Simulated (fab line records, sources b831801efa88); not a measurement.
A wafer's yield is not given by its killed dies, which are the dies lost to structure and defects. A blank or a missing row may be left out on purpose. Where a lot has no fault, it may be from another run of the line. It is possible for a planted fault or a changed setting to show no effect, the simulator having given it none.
What tool caused it? || flow gf180mcu || 6 lots with 18 wafers sampled at 2 steps, on a route of 602 steps

== WHAT THE GAUGES READ, wafer by wafer ==
GF_DUAL_GATE_THK_MEAS_03.
{"lot": "L196", "measured": "day 8 06:46", "on": "filmMetro-01", "DUAL_GATE_OXIDATION_00_THK (nm)": "11.61 11.75 11.57"}
{"lot": "L199", "measured": "day 9 08:01", "on": "filmMetro-03", "DUAL_GATE_OXIDATION_00_THK (nm)": "10.65 10.48 10.62"}
{"lot": "L201", "measured": "day 9 23:24", "on": "filmMetro-04", "DUAL_GATE_OXIDATION_00_THK (nm)": "11.13 11.06 11.14"}
{"lot": "L212", "measured": "day 12 19:14", "on": "filmMetro-04", "DUAL_GATE_OXIDATION_00_THK (nm)": "10.57 10.92 11.06"}
{"lot": "L214", "measured": "day 13 06:09", "on": "filmMetro-01", "DUAL_GATE_OXIDATION_00_THK (nm)": "10.46 10.49 10.54"}
{"lot": "L216", "measured": "day 13 20:04", "on": "filmMetro-03", "DUAL_GATE_OXIDATION_00_THK (nm)": "10.82 10.67 10.92"}

== WHAT TOOL EACH LOT RAN ON (gives the tool, then ch and the chambers of the sampled wafers, and finally the start) ==
{"lot": "L196", "GF_STI_ETCH_13": "rieDiel-02 ch 2,3, day 2 13:19"}
{"lot": "L199", "GF_STI_ETCH_13": "rieDiel-02 ch 0,3, day 3 05:41"}
{"lot": "L201", "GF_STI_ETCH_13": "rieDiel-02 ch 1,3, day 3 16:43"}
{"lot": "L212", "GF_STI_ETCH_13": "rieDiel-01 ch 1,3, day 6 00:37"}
{"lot": "L214", "GF_STI_ETCH_13": "rieDiel-04 ch 0,1,3, day 6 07:38"}
{"lot": "L216", "GF_STI_ETCH_13": "rieDiel-01 ch 0,3, day 6 21:02"}
- GF_STI_ETCH_13: etches the open film in CHF3/O2, stops on Si, target depth 282.31 nm, time 112.9 s.

== THE ANSWER, worked out from the rows above alone ==
Rule: the lots themselves supply what counts as usual. Put in order of their means at a reading, lots are off if they are a third of the lots or fewer, leave a main group of 4 or more, and stand apart from it by a gap of 3 or more times the standard deviation of the main group's means; of several such gaps the widest counts. The tables above print the reading to a certain number of digits; a main group whose means all agree to those digits is not used. A lot without any number at a reading at which 4 lots or more have one is off too. Any other lot the step has rows for is counted as sound.
Nothing can be told from this: no lot is off at any reading shown.

== WHAT THE SIMULATOR HAD INSERTED ==
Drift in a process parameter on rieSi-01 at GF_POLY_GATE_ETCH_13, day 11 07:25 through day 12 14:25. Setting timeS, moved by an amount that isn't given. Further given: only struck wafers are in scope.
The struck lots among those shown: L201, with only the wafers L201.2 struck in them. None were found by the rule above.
